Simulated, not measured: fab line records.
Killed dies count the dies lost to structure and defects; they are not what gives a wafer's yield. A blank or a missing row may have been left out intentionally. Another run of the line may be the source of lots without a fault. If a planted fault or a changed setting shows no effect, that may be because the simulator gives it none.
fab line records -- flow sky130
[record] lots = 6, wafers = 18, last-day = 49
route steps=708 shown LDD_HVN@274 LDD_HVP@278 LDD_LDN@289 PAD_OPEN@708
lots that met no fault: taken from a fault-free run of the same line
start-h: hours from the record's opening day to when the first of the lot's shown wafers began -- wait-h: hours from the lot's prior step to this one -- " same as the row above -- L1.1+2: several wafers, shown together as one row -- - value missing, or start not given -- * or withheld: withheld -- < > ~ a bound
route shown NAME@n: names a module that has steps shown in the file, with the first one's number in the route -- usual: the fault-free wafers' mean and standard deviation -- same: alike in all rows -- chamber/n: place in a boat -- sites: each site's reading -- _std_site: their standard deviation -- _edge_site: outer sites' mean less inner sites' -- radius-mm: how far each site lies from the wafer's centre -- mask NAME#n: copy n -- behind: tool/chamber where the wafer was last shaped -- hold: why the lot went on hold/how many hours it stayed there/how the hold came to an end -- device: the n, p or np transistor that did not switch -- end of line: the route-end tests of the same wafers -- where a step has no rows: the recipe by itself -- killed: not the wafer's yield, but the dies lost to structure and defects at the first sort -- map: the dies of a wafer, with x for killed, . for not killed, _ for no die there
set.NAME: the setting as run; set.NAME@STEP: as run at that earlier step -- model.NAME: the simulator's own value behind a step, which no gauge read
a table for each step, a row for each wafer; lots at some steps of the route
services: from which hour (start-h, from the record's first day; less than 0 if before it) a tool's chamber was out of use, for how many hours, and why
[[steps]]
[step SKY_LDD_HVN_OVL_MEAS_07]
[usual] LDD_HVN_OVL = 1.2/1.5
lot.wafer,tool,chamber,start-h,wait-h,LDD_HVN_OVL[nm]
L850.1,overlay-01,-,476.94,0.1,0.7
L850.2,overlay-01,-,476.94,0.1,0.6
L850.6,overlay-01,-,476.94,0.1,0.8
L855.2,overlay-01,-,544.58,0.1,4.2
L855.4,overlay-01,-,544.58,0.1,1.7
L855.6,overlay-01,-,544.58,0.1,1.0
L857.2,overlay-02,-,566.00,0.1,-0.9
L857.3,overlay-02,-,566.00,0.1,-0.1
L857.4,overlay-02,-,566.00,0.1,-2.0
L860.3,overlay-01,-,574.73,0.1,-1.0
L860.4,overlay-01,-,574.73,0.1,-1.2
L860.5,overlay-01,-,574.73,0.1,-0.6
L864.1,overlay-02,-,612.79,0.1,2.6
L864.3,overlay-02,-,612.79,0.1,2.8
L864.5,overlay-02,-,612.79,0.1,1.1
L866.1,overlay-01,-,623.09,0.1,0.9
L866.2,overlay-01,-,623.09,0.1,0.8
L866.6,overlay-01,-,623.09,0.1,0.8
[step SKY_LDD_HVN_IMPLANT_08]
[recipe] species = P, energy-kev = 60, dose-cm2 = 3e+13, tilt-deg = 40
[step SKY_LDD_HVN_STRIP_09]
[recipe] chemistry = O2/N2, power-w = 1400, pressure-mtorr = 1500, platen-temp-c = withheld, o2-flow-sccm = 3000, n2-flow-sccm = 300, overash-fraction = 0.5
[usual] drypump-motor-current-A = 5.7/0.42, o2-flow-sccm = 3001/9, oes-product-au = 0.409/0.0046, strip-time-to-endpoint-s = 4.132/0.013
lot.wafer,tool,chamber,start-h,wait-h,drypump-motor-current-A,o2-flow-sccm,oes-product-au,rf-hours-counter-h,strip-time-to-endpoint-s
L850.1,plasma-asher-02,1,477.13,0.1,5.5,2997,0.415,79,4.151
L850.2,plasma-asher-02,0,477.13,0.1,5.3,2996,0.401,79,4.139
L850.6,plasma-asher-02,1,477.13,0.1,5.5,3007,0.396,-,4.142
L855.2,plasma-asher-02,1,544.76,0.1,5.5,2993,0.406,86,4.104
L855.4,plasma-asher-02,0,544.76,0.1,5.3,2997,0.407,-,4.124
L855.6,plasma-asher-02,1,544.76,0.1,5.5,2999,0.405,-,4.119
L857.2,plasma-asher-04,0,566.18,0.1,6.6,3001,0.409,39,4.145
L857.3,plasma-asher-04,1,566.18,0.1,5.4,2983,0.408,-,4.137
L857.4,plasma-asher-04,0,566.18,0.1,6.6,3005,0.404,-,4.126
L860.3,plasma-asher-04,0,574.94,0.1,6.6,3018,0.404,-,4.131
L860.4,plasma-asher-04,1,574.94,0.1,5.4,2991,0.406,-,4.149
L860.5,plasma-asher-04,1,574.94,0.1,5.4,3001,0.404,-,4.146
L864.1,plasma-asher-04,1,612.98,0.1,5.4,2990,0.410,43,4.142
L864.3,plasma-asher-04,0,612.98,0.1,6.6,3004,0.405,-,4.130
L864.5,plasma-asher-04,1,612.98,0.1,5.3,2987,0.412,-,4.129
L866.1,plasma-asher-02,1,623.28,0.1,5.4,3012,0.408,93,4.107
L866.2,plasma-asher-02,0,623.28,0.1,5.4,3001,0.411,93,4.123
L866.6,plasma-asher-02,1,623.28,0.1,5.5,2993,0.406,-,4.122
[step SKY_LDD_HVN_TW_MEAS_10]
[usual] LDD_HVN_TW = 1423/17
lot.wafer,tool,chamber,start-h,wait-h,LDD_HVN_TW
L850.1,film-metro-04,-,477.23,0.1,1446
L850.2,film-metro-04,-,477.23,0.1,1443
L850.6,film-metro-04,-,477.23,0.1,1444
L855.2,film-metro-01,-,544.87,0.1,1421
L855.4,film-metro-01,-,544.87,0.1,1406
L855.6,film-metro-01,-,544.87,0.1,1414
L857.2,film-metro-04,-,566.29,0.1,1450
L857.3,film-metro-04,-,566.29,0.1,1448
L857.4,film-metro-04,-,566.29,0.1,1438
L860.3,film-metro-01,-,575.02,0.1,1398
L860.4,film-metro-01,-,575.02,0.1,1396
L860.5,film-metro-01,-,575.02,0.1,1394
L864.1,film-metro-01,-,613.08,0.1,1409
L864.3,film-metro-01,-,613.08,0.1,1404
L864.5,film-metro-01,-,613.08,0.1,1415
L866.1,film-metro-01,-,623.38,0.1,1405
L866.2,film-metro-01,-,623.38,0.1,1404
L866.6,film-metro-01,-,623.38,0.1,1408
[step SKY_LDD_HVP_DEHYDRATE_00]
[recipe] temp-c = 200, time-s = 60
[step SKY_LDD_HVP_HMDS_01]
[recipe] prime-time-s = 60, prime-temp-c = 120
[step SKY_LDD_HVP_COAT_02]
[recipe] resist = NOVOLAK, spin-rpm = 3000, resist-thk-nm = 300
[step SKY_LDD_HVP_SOFTBAKE_03]
[recipe] temp-c = 90, time-s = 60, resist = NOVOLAK
[step SKY_LDD_HVP_EXPOSE_04]
[recipe] mask-id = HVPTM, na = 0.6, source-shape = conventional, sigma-outer = 0.6, polarization = unpolarized, target-cd-nm = 700, dose-mj = 86
[step SKY_LDD_HVP_PEB_05]
[recipe] temp-c = withheld, time-s = *, resist = NOVOLAK
[step SKY_LDD_HVP_DEVELOP_06]
[recipe] resist = NOVOLAK, developer = TMAH, develop-time-s = 60, dev-temp-c = 23
[step SKY_LDD_HVP_OVL_MEAS_07]
[usual] LDD_HVP_OVL = 0.4/1.3
lot.wafer,tool,chamber,start-h,wait-h,LDD_HVP_OVL[nm]
L850.1,overlay-01,-,509.05,0.1,0.9
L850.2,overlay-01,-,509.05,0.1,-0.9
L850.6,overlay-01,-,509.05,0.1,-0.5
L855.2,overlay-02,-,574.35,0.1,-1.9
L855.4,overlay-02,-,574.35,0.1,-2.8
L855.6,overlay-02,-,574.35,0.1,-1.8
L857.2,overlay-02,-,594.71,0.1,0.9
L857.3,overlay-02,-,594.71,0.1,0.2
L857.4,overlay-02,-,594.71,0.1,1.0
L860.3,overlay-02,-,603.13,0.1,-1.0
L860.4,overlay-02,-,603.13,0.1,0.4
L860.5,overlay-02,-,603.13,0.1,-0.7
L864.1,overlay-01,-,641.79,0.1,1.6
L864.3,overlay-01,-,641.79,0.1,2.9
L864.5,overlay-01,-,641.79,0.1,1.7
L866.1,overlay-01,-,651.12,0.1,0.2
L866.2,overlay-01,-,651.12,0.1,0.2
L866.6,overlay-01,-,651.12,0.1,0.0
[step SKY_LDD_HVP_IMPLANT_08]
[recipe] species = B, energy-kev = 20, dose-cm2 = 1.7e+13, tilt-deg = 17.9
[usual] beam-energy-keV = 20.001/0.007, dose-ions-cm2 = 1.7e+13/1.8e+10, faraday-current-uA = 95.9/1.9
lot.wafer,tool,chamber,start-h,wait-h,beam-energy-keV,dose-ions-cm2,faraday-current-uA,model.implant.rp-nm,model.implant.drp-nm
L850.1,implanter-01,0,509.09,0.0,20.006,1.7018e+13,95.6,64.88,28.53
L850.2,implanter-01,0,509.09,0.0,20.016,1.7026e+13,94.7,64.88,28.53
L850.6,implanter-01,0,509.09,0.0,20.014,1.6998e+13,95.8,64.88,28.53
L855.2,implanter-02,0,574.40,0.0,20.009,1.7028e+13,96.7,64.12,28.53
L855.4,implanter-02,0,574.40,0.0,20.007,1.7003e+13,96.5,64.12,28.53
L855.6,implanter-02,0,574.40,0.0,19.997,1.7021e+13,95.7,64.12,28.53
L857.2,implanter-02,0,594.76,0.0,25.280,1.6992e+13,97.1,79.9,36.38
L857.3,implanter-02,0,594.76,0.0,25.281,1.6998e+13,92.2,79.9,36.38
L857.4,implanter-02,0,594.76,0.0,25.276,1.7026e+13,96.8,79.9,36.38
L860.3,implanter-02,0,603.20,0.1,25.275,1.6975e+13,97.6,77.31,36.38
L860.4,implanter-02,0,603.20,0.1,25.274,1.6984e+13,92.9,77.31,36.38
L860.5,implanter-02,0,603.20,0.1,25.280,1.7e+13,93.2,77.31,36.38
L864.1,implanter-04,0,641.83,0.0,20.004,1.701e+13,98.0,62.84,28.53
L864.3,implanter-04,0,641.83,0.0,19.997,1.6977e+13,97.3,62.84,28.53
L864.5,implanter-04,0,641.83,0.0,20.010,1.7e+13,94.9,62.84,28.53
L866.1,implanter-04,0,651.15,0.0,20.000,1.7017e+13,94.6,63.56,28.53
L866.2,implanter-04,0,651.15,0.0,20.003,1.6973e+13,93.2,63.56,28.53
L866.6,implanter-04,0,651.15,0.0,19.994,1.6987e+13,94.2,63.56,28.53
[step SKY_LDD_HVP_STRIP_09]
[recipe] chemistry = O2/N2, power-w = 1400, pressure-mtorr = 1500, platen-temp-c = withheld, o2-flow-sccm = 3000, n2-flow-sccm = 300, overash-fraction = 0.5
[usual] drypump-motor-current-A = 5.72/0.24, o2-flow-sccm = 3001/9.8, oes-product-au = 0.409/0.0041, strip-time-to-endpoint-s = 4.136/0.011
lot.wafer,tool,chamber,start-h,wait-h,drypump-motor-current-A,o2-flow-sccm,oes-product-au,rf-hours-counter-h,strip-time-to-endpoint-s
L850.1,plasma-asher-02,0,509.24,0.1,5.33,2998,0.410,83,4.141
L850.2,plasma-asher-02,1,509.24,0.1,5.52,3000,0.414,83,4.129
L850.6,plasma-asher-02,0,509.24,0.1,5.36,3011,0.396,-,4.127
L855.2,plasma-asher-03,1,574.53,0.1,5.66,2997,0.405,14,4.124
L855.4,plasma-asher-03,0,574.53,0.1,6.02,2999,0.410,-,4.150
L855.6,plasma-asher-03,0,574.53,0.1,6.03,2987,0.416,-,4.116
L857.2,plasma-asher-03,0,594.89,0.1,6.03,2989,0.408,16,4.146
L857.3,plasma-asher-03,0,594.89,0.1,6.03,3000,0.409,-,4.125
L857.4,plasma-asher-03,1,594.89,0.1,5.64,3004,0.408,-,4.142
L860.3,plasma-asher-02,0,603.34,0.1,5.35,3005,0.409,-,4.141
L860.4,plasma-asher-02,1,603.34,0.1,5.47,2985,0.403,-,4.133
L860.5,plasma-asher-02,1,603.34,0.1,5.45,3002,0.422,-,4.147
L864.1,plasma-asher-02,0,641.98,0.1,5.35,3001,0.412,95,4.143
L864.3,plasma-asher-02,0,641.98,0.1,5.35,2994,0.405,-,4.150
L864.5,plasma-asher-02,0,641.98,0.1,5.35,2999,0.411,-,4.137
L866.1,plasma-asher-01,0,651.30,0.1,5.74,2988,0.414,84,4.128
L866.2,plasma-asher-01,1,651.30,0.1,5.89,2995,0.407,84,4.120
L866.6,plasma-asher-01,0,651.30,0.1,5.72,3008,0.403,-,4.129
[step SKY_LDD_HVP_TW_MEAS_10]
[usual] LDD_HVP_TW = 454/5.7
lot.wafer,tool,chamber,start-h,wait-h,LDD_HVP_TW
L850.1,film-metro-03,-,509.34,0.1,458
L850.2,film-metro-03,-,509.34,0.1,458
L850.6,film-metro-03,-,509.34,0.1,460
L855.2,film-metro-01,-,574.64,0.1,445
L855.4,film-metro-01,-,574.64,0.1,444
L855.6,film-metro-01,-,574.64,0.1,443
L857.2,film-metro-02,-,595.00,0.1,475
L857.3,film-metro-02,-,595.00,0.1,476
L857.4,film-metro-02,-,595.00,0.1,476
L860.3,film-metro-03,-,603.42,0.1,484
L860.4,film-metro-03,-,603.42,0.1,481
L860.5,film-metro-03,-,603.42,0.1,480
L864.1,film-metro-02,-,642.08,0.1,456
L864.3,film-metro-02,-,642.08,0.1,456
L864.5,film-metro-02,-,642.08,0.1,454
L866.1,film-metro-01,-,651.40,0.1,447
L866.2,film-metro-01,-,651.40,0.1,449
L866.6,film-metro-01,-,651.40,0.1,448
[step SKY_LDD_LDN_DEHYDRATE_00]
[recipe] temp-c = 200, time-s = 60
[step SKY_PAD_OPEN_PROBE_99]
[usual] killed_at_M0_to_M3 = 44/7.7, killed_at_M4_up = 3.0/1.9, killed-at-contacts = 25/5.6, killed-at-front-end = 15/4.6, killed-at-other = 0.3/0.47, killed-dies = 86/9.9, killed-open = 47/7.4, killed-short = 39/5.9
[same] gross-dies = 492, killed-at-back-side = 0
lot.wafer,tool,chamber,start-h,wait-h,killed_at_M0_to_M3,killed_at_M4_up,killed-at-contacts,killed-at-front-end,killed-at-other,killed-dies,killed-open,killed-short,model.etest.tip_p_5v.rs-ohm-sq,model.etest.pfet-g5v0d10v5.drive-ua-um,model.etest.pfet-g5v0d10v5.off-log10-a-um,model.etest.pfet-g5v0d10v5.vt-sat-v
L850.1,prober-01,-,1090.66,0.1,45,2,22,15,0,84,45,39,2845,343.1,-12.61,-0.6424
L850.2,prober-01,-,1090.71,0.1,49,4,26,17,0,96,57,39,2857,341.3,-12.63,-0.6413
L850.6,prober-01,-,1090.91,0.2,35,4,20,17,0,76,38,38,2843,342.5,-12.55,-0.6204
L855.2,prober-02,-,1133.10,0.1,35,7,32,9,0,83,41,42,2849,339.9,-12.92,-0.6485
L855.4,prober-02,-,1133.20,0.2,40,3,18,6,0,67,34,33,2873,339.6,-12.7,-0.6361
L855.6,prober-02,-,1133.30,0.2,36,1,27,13,1,78,42,36,2858,333.5,-12.99,-0.6773
L857.2,prober-02,-,1144.01,0.1,42,2,19,13,1,77,45,32,2742,358.9,-11.46,-0.5334
L857.3,prober-02,-,1144.06,0.2,52,2,15,20,0,89,59,30,2739,354.5,-11.92,-0.573
L857.4,prober-02,-,1144.11,0.2,40,3,14,15,1,73,41,32,2736,362.4,-11.66,-0.5484
L860.3,prober-01,-,1153.66,0.2,44,3,26,12,0,85,48,37,2732,350,-12.08,-0.5981
L860.4,prober-01,-,1153.71,0.2,43,3,25,23,0,94,48,46,2752,353,-12.14,-0.5791
L860.5,prober-01,-,1153.76,0.2,37,2,26,17,0,82,43,39,2748,349.7,-11.83,-0.5673
L864.1,prober-02,-,1176.43,0.1,41,1,20,13,0,75,37,38,2845,356.8,-12.17,-0.5886
L864.3,prober-02,-,1176.53,0.2,44,2,19,17,0,82,42,40,2834,352,-12.44,-0.6107
L864.5,prober-02,-,1176.63,0.2,33,0,32,14,0,79,41,38,2841,348.7,-12.52,-0.6295
L866.1,prober-02,-,1179.72,0.1,37,2,31,20,0,90,51,39,2888,340.2,-12.8,-0.6572
L866.2,prober-02,-,1179.77,0.1,45,2,19,8,0,74,36,38,2850,346.3,-12.64,-0.6458
L866.6,prober-02,-,1179.97,0.2,50,0,21,16,0,87,46,41,2872,345.4,-12.81,-0.665
// killed by level:class
L850.1 VIA1:geometric-particle:open=14 LI_CONTACT:geometric-particle:open=7 VIA2:geometric-particle:open=6 CONTACT:geometric-particle:short=6 VIA1:geometric-particle:short=6 METAL2:geometric-particle:short=6 POLY_GATE:geometric-particle:short=5 VIA3:geometric-particle:open=5
L850.2 CONTACT:geometric-particle:open=12 VIA3:geometric-particle:open=10 VIA1:geometric-particle:open=9 VIA2:geometric-particle:open=9 METAL2:geometric-particle:short=6 POLY_GATE:geometric-particle:open=5 POLY_GATE:geometric-particle:short=4 CONTACT:geometric-particle:short=4
L850.6 VIA1:geometric-particle:open=13 LOCAL_INTERCONNECT:geometric-particle:short=7 POLY_GATE:geometric-particle:short=6 VIA2:geometric-particle:short=6 CONTACT:geometric-particle:open=5 VIA2:geometric-particle:open=5 FIELD_ISO:geometric-particle:open=3 FIELD_ISO:geometric-particle:short=3
L855.2 LI_CONTACT:geometric-particle:open=10 LOCAL_INTERCONNECT:geometric-particle:short=9 CONTACT:geometric-particle:short=7 VIA1:geometric-particle:open=6 VIA3:geometric-particle:open=6 METAL4:geometric-particle:short=5 VIA1:geometric-particle:short=4 POLY_GATE:geometric-particle:short=3
L855.4 CONTACT:geometric-particle:open=10 VIA2:geometric-particle:open=8 METAL2:geometric-particle:short=8 VIA1:geometric-particle:open=6 METAL1:geometric-particle:short=4 VIA1:geometric-particle:short=4 VIA2:geometric-particle:short=4 LOCAL_INTERCONNECT:geometric-particle:short=3
L855.6 LI_CONTACT:geometric-particle:open=9 CONTACT:geometric-particle:open=9 METAL1:geometric-particle:short=6 VIA2:geometric-particle:open=6 FIELD_ISO:geometric-particle:short=5 VIA3:geometric-particle:open=5 LOCAL_INTERCONNECT:geometric-particle:short=4 VIA1:geometric-particle:short=4
L857.2 VIA1:geometric-particle:open=14 METAL2:geometric-particle:short=6 CONTACT:geometric-particle:open=5 VIA3:geometric-particle:open=5 FIELD_ISO:geometric-particle:short=4 LI_CONTACT:geometric-particle:open=4 LOCAL_INTERCONNECT:geometric-particle:short=4 METAL1:geometric-particle:short=4
L857.3 VIA1:geometric-particle:open=15 FIELD_ISO:geometric-particle:open=12 VIA2:geometric-particle:open=8 VIA3:geometric-particle:open=8 LI_CONTACT:geometric-particle:open=5 METAL1:geometric-particle:short=5 VIA1:geometric-particle:short=5 METAL2:geometric-particle:short=5
L857.4 VIA1:geometric-particle:open=14 CONTACT:geometric-particle:open=7 FIELD_ISO:geometric-particle:open=4 POLY_GATE:geometric-particle:open=4 VIA3:geometric-particle:open=4 METAL2:geometric-particle:short=4 POLY_GATE:geometric-particle:short=3 LI_CONTACT:geometric-particle:open=3
L860.3 VIA3:geometric-particle:open=12 LI_CONTACT:geometric-particle:open=9 VIA1:geometric-particle:open=9 CONTACT:geometric-particle:open=6 VIA1:geometric-particle:short=6 LOCAL_INTERCONNECT:geometric-particle:short=5 CONTACT:geometric-particle:short=4 METAL1:geometric-particle:short=4
L860.4 VIA1:geometric-particle:open=10 CONTACT:geometric-particle:open=9 VIA3:geometric-particle:open=9 VIA1:geometric-particle:short=7 FIELD_ISO:geometric-particle:open=6 CONTACT:geometric-particle:short=6 POLY_GATE:geometric-particle:short=5 SPACER:geometric-particle:short=5
L860.5 VIA1:geometric-particle:open=10 CONTACT:geometric-particle:open=9 LI_CONTACT:geometric-particle:open=6 METAL2:geometric-particle:short=5 LI_CONTACT:geometric-particle:short=4 VIA1:geometric-particle:short=4 CONTACT:geometric-particle:short=4 METAL1:geometric-particle:short=4
L864.1 VIA1:geometric-particle:open=9 METAL1:geometric-particle:short=8 CONTACT:geometric-particle:open=7 FIELD_ISO:geometric-particle:short=6 POLY_GATE:geometric-particle:short=5 METAL1:geometric-particle:open=5 LI_CONTACT:geometric-particle:open=4 CONTACT:geometric-particle:short=4
L864.3 VIA2:geometric-particle:open=9 FIELD_ISO:geometric-particle:open=8 VIA1:geometric-particle:short=6 VIA1:geometric-particle:open=6 FIELD_ISO:geometric-particle:short=5 LI_CONTACT:geometric-particle:open=5 LOCAL_INTERCONNECT:geometric-particle:short=5 VIA3:geometric-particle:open=5
L864.5 CONTACT:geometric-particle:open=12 VIA2:geometric-particle:open=9 LI_CONTACT:geometric-particle:open=8 VIA1:geometric-particle:open=6 FIELD_ISO:geometric-particle:short=5 LOCAL_INTERCONNECT:geometric-particle:short=5 VIA3:geometric-particle:open=4 CONTACT:geometric-particle:short=4
L866.1 CONTACT:geometric-particle:open=12 VIA2:geometric-particle:open=9 LI_CONTACT:geometric-particle:open=8 POLY_GATE:geometric-particle:short=7 METAL2:geometric-particle:short=7 VIA3:geometric-particle:open=6 LI_CONTACT:geometric-particle:short=6 FIELD_ISO:geometric-particle:open=5
L866.2 VIA1:geometric-particle:open=16 VIA1:geometric-particle:short=7 CONTACT:geometric-particle:open=6 VIA2:geometric-particle:open=6 CONTACT:geometric-particle:short=5 VIA2:geometric-particle:short=5 METAL3:geometric-particle:short=4 SONOS_ONO:geometric-particle:short=3
L866.6 CONTACT:geometric-particle:open=9 VIA2:geometric-particle:open=8 VIA1:geometric-particle:short=7 VIA1:geometric-particle:open=7 VIA3:geometric-particle:open=6 POLY_GATE:geometric-particle:short=5 LI_CONTACT:geometric-particle:open=5 VIA3:geometric-particle:short=5
[[services]]
tool,chamber,start-h,hours,kind
implanter-02,-,455.97,4.7,repair
plasma-asher-01,-,477.47,1.2,repair
implanter-01,-,491.95,2.7,repair
implanter-02,-,505.58,1.1,repair
plasma-asher-03,-,516.59,2.8,pm
implanter-01,-,538.82,17.4,repair
implanter-01,-,556.25,4.1,pm
implanter-01,-,565.25,24.1,pm
implanter-04,-,592.82,1.1,repair
plasma-asher-01,-,608.61,1.0,repair
[[key]]
[first-sign] step = SKY_LDD_HVP_IMPLANT_08, reading = beam-energy-keV, direction = up, sigmas = 99+, usual = *, struck = *
[effect] step = SKY_LDD_HVP_TW_MEAS_10, reading = LDD_HVP_TW, direction = up, sigmas = 4.3, usual = 454, struck = 478
[model-effect] step = SKY_LDD_HVP_IMPLANT_08, value = implant.rp-nm, without = 62.36, struck = 78.61
[model-effect] step = SKY_PAD_OPEN_PROBE_99, value = etest.tip_p_5v.rs-ohm-sq, without = 2859, struck = 2742
met-at SKY_LDD_HVP_IMPLANT_08
struck-wafers L857.2,L857.3,L857.4,L860.3,L860.4,L860.5
tester-left-out L857,L860
onset-between 574.40 594.76
[fault] kind = process-parameter-drift, tool = implanter-02, chamber = -, onset-h = 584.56, steps = SKY_LDD_HVP_IMPLANT_08, channel = energy-kev, offset = *, shape = step, end-h = 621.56, acts-in = *, stated = *
// tester-left-out: of these lots the tester's yield and bins aren't shown, on N5 and GAA mostly nor the transistor test; their killed dies are dies lost to structure and defects alone, not to doping, threshold or leakage, so they don't give the yield
